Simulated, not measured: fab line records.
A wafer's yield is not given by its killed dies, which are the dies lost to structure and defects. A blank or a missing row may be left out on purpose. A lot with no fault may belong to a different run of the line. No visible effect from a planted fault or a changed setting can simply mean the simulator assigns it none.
Which of the tools did it? || flow sky130 || 13 lots with 39 wafers sampled at 3 steps, on a route of 708 steps

WHAT EACH GAUGE READ, for each wafer
SKY_VT_ADJUST_HVTR_TW_MEAS_11. Usual: VT_ADJUST_HVTR_TW gives 211.5 (standard deviation 1.1).
{"lot": "L401", "measured": "day 9 11:40", "on": "film-metro-04", "VT_ADJUST_HVTR_TW": "212.6 211.9 211.5", "flag": ""}
{"lot": "L404", "measured": "day 10 05:19", "on": "film-metro-04", "VT_ADJUST_HVTR_TW": "211.7 211.8 211.9", "flag": ""}
{"lot": "L405", "measured": "day 10 15:53", "on": "film-metro-01", "VT_ADJUST_HVTR_TW": "212.0 212.7 212.8", "flag": ""}
{"lot": "L406", "measured": "day 10 23:25", "on": "film-metro-02", "VT_ADJUST_HVTR_TW": "212.4 212.2 212.1", "flag": ""}
{"lot": "L408", "measured": "day 11 11:07", "on": "film-metro-02", "VT_ADJUST_HVTR_TW": "210.8 211.2 209.5", "flag": ""}
{"lot": "L411", "measured": "day 12 08:37", "on": "film-metro-01", "VT_ADJUST_HVTR_TW": "212.0 213.5 212.6", "flag": ""}
{"lot": "L413", "measured": "day 13 08:44", "on": "film-metro-02", "VT_ADJUST_HVTR_TW": "209.7 209.9 210.4", "flag": ""}
{"lot": "L414", "measured": "day 13 09:02", "on": "film-metro-04", "VT_ADJUST_HVTR_TW": "211.1 211.4 208.5", "flag": ""}
{"lot": "L417", "measured": "day 14 23:20", "on": "film-metro-04", "VT_ADJUST_HVTR_TW": "213.3 213.5 212.0", "flag": ""}
{"lot": "L419", "measured": "day 15 06:25", "on": "film-metro-04", "VT_ADJUST_HVTR_TW": "210.5 211.4 211.2", "flag": ""}
{"lot": "L420", "measured": "day 15 12:37", "on": "film-metro-04", "VT_ADJUST_HVTR_TW": "210.9 212.1 210.4", "flag": ""}
{"lot": "L423", "measured": "day 16 07:32", "on": "film-metro-01", "VT_ADJUST_HVTR_TW": "212.9 211.6 212.0", "flag": ""}
{"lot": "L424", "measured": "day 16 15:52", "on": "film-metro-02", "VT_ADJUST_HVTR_TW": "210.6 211.3 210.7", "flag": ""}

SKY_SONOS_TUNNEL_OVL_MEAS_08. Usual: SONOS_TUNNEL_OVL gives -0.5 nm (standard deviation 1.4).
{"lot": "L401", "measured": "day 11 07:04", "on": "overlay-02", "SONOS_TUNNEL_OVL (nm)": "2.1 3.2 1.2", "flag": ""}
{"lot": "L404", "measured": "day 12 06:05", "on": "overlay-01", "SONOS_TUNNEL_OVL (nm)": "-0.3 1.4 -1.1", "flag": ""}
{"lot": "L405", "measured": "day 12 16:12", "on": "overlay-01", "SONOS_TUNNEL_OVL (nm)": "-0.5 -1.6 -0.9", "flag": ""}
{"lot": "L406", "measured": "day 12 23:30", "on": "overlay-02", "SONOS_TUNNEL_OVL (nm)": "-0.6 -0.5 -0.6", "flag": ""}
{"lot": "L408", "measured": "day 13 12:02", "on": "overlay-02", "SONOS_TUNNEL_OVL (nm)": "-0.9 -1.2 -0.6", "flag": ""}
{"lot": "L411", "measured": "day 14 10:46", "on": "overlay-01", "SONOS_TUNNEL_OVL (nm)": "-0.6 -1.1 -0.4", "flag": ""}
{"lot": "L413", "measured": "day 15 12:49", "on": "overlay-02", "SONOS_TUNNEL_OVL (nm)": "-1.4 -1.5 -0.5", "flag": ""}
{"lot": "L414", "measured": "day 15 13:07", "on": "overlay-01", "SONOS_TUNNEL_OVL (nm)": "0.4 2.2 0.9", "flag": ""}
{"lot": "L417", "measured": "day 17 07:22", "on": "overlay-02", "SONOS_TUNNEL_OVL (nm)": "-1.2 -1.4 -0.1", "flag": ""}
{"lot": "L419", "measured": "day 17 15:41", "on": "overlay-02", "SONOS_TUNNEL_OVL (nm)": "-2.6 -2.2 -1.7", "flag": ""}
{"lot": "L420", "measured": "day 17 22:26", "on": "overlay-01", "SONOS_TUNNEL_OVL (nm)": "1.2 -0.1 0.6", "flag": ""}
{"lot": "L423", "measured": "day 18 17:51", "on": "overlay-01", "SONOS_TUNNEL_OVL (nm)": "-2.0 -2.1 -1.7", "flag": ""}
{"lot": "L424", "measured": "day 19 03:02", "on": "overlay-01", "SONOS_TUNNEL_OVL (nm)": "-3.0 -0.5 -2.2", "flag": ""}

SKY_POLY_GATE_THK_MEAS_01. Usual: POLY_GATE_CVD_00_THK gives 179.9 nm (standard deviation 1.6).
{"lot": "L401", "measured": "day 13 22:35", "on": "film-metro-01", "POLY_GATE_CVD_00_THK (nm)": "179.6 179.7 179.2", "flag": ""}
{"lot": "L404", "measured": "day 14 22:23", "on": "film-metro-03", "POLY_GATE_CVD_00_THK (nm)": "181.0 181.4 181.7", "flag": ""}
{"lot": "L405", "measured": "day 15 09:16", "on": "film-metro-03", "POLY_GATE_CVD_00_THK (nm)": "181.8 179.2 180.2", "flag": ""}
{"lot": "L406", "measured": "day 15 14:09", "on": "film-metro-01", "POLY_GATE_CVD_00_THK (nm)": "177.0 176.3 175.9", "flag": ""}
{"lot": "L408", "measured": "day 16 08:04", "on": "film-metro-02", "POLY_GATE_CVD_00_THK (nm)": "178.8 177.9 177.9", "flag": ""}
{"lot": "L411", "measured": "day 17 12:07", "on": "film-metro-01", "POLY_GATE_CVD_00_THK (nm)": "180.1 180.5 180.2", "flag": ""}
{"lot": "L413", "measured": "day 18 08:33", "on": "film-metro-01", "POLY_GATE_CVD_00_THK (nm)": "179.6 181.0 179.4", "flag": ""}
{"lot": "L414", "measured": "day 18 11:16", "on": "film-metro-02", "POLY_GATE_CVD_00_THK (nm)": "179.1 181.6 179.2", "flag": ""}
{"lot": "L417", "measured": "day 20 07:12", "on": "film-metro-03", "POLY_GATE_CVD_00_THK (nm)": "179.8 179.4 180.3", "flag": ""}
{"lot": "L419", "measured": "day 20 16:13", "on": "film-metro-01", "POLY_GATE_CVD_00_THK (nm)": "180.8 182.3 181.4", "flag": ""}
{"lot": "L420", "measured": "day 21 00:08", "on": "film-metro-02", "POLY_GATE_CVD_00_THK (nm)": "179.7 179.1 180.9", "flag": ""}
{"lot": "L423", "measured": "day 21 19:34", "on": "film-metro-02", "POLY_GATE_CVD_00_THK (nm)": "180.1 180.5 180.9", "flag": ""}
{"lot": "L424", "measured": "day 22 02:32", "on": "film-metro-02", "POLY_GATE_CVD_00_THK (nm)": "178.6 178.1 178.3", "flag": ""}

EACH LOT AND THE TOOL THAT RAN IT (in order: tool; ch and the chambers of the sampled wafers; start)
Before these readings, the record contains no process step.

AS READ BY THE TOOLS THEMSELVES (means over the sampled wafers that have a number; for cases with no such wafer, the mark the record gives instead)
The record holds no such reading with a usual standard deviation.

THE ANSWER, worked out from the rows above alone
Rule: a lot counts as off when the mean over its wafers that have a number is more than 3 standard deviations away from the usual mean. A lot without any number at a reading at which 4 lots or more have one is off too. All remaining lots with rows at the step are treated as sound. Order of review: gauges by route order, followed by the tools' own readings, for which a lot's mean as printed above is used. At the first step where some lot is off, the reading lying furthest off is the one used; lots without a number count as furthest.
No lot is off at any reading shown: from this, nothing can be told.

WHAT WAS PUT IN BY THE SIMULATOR
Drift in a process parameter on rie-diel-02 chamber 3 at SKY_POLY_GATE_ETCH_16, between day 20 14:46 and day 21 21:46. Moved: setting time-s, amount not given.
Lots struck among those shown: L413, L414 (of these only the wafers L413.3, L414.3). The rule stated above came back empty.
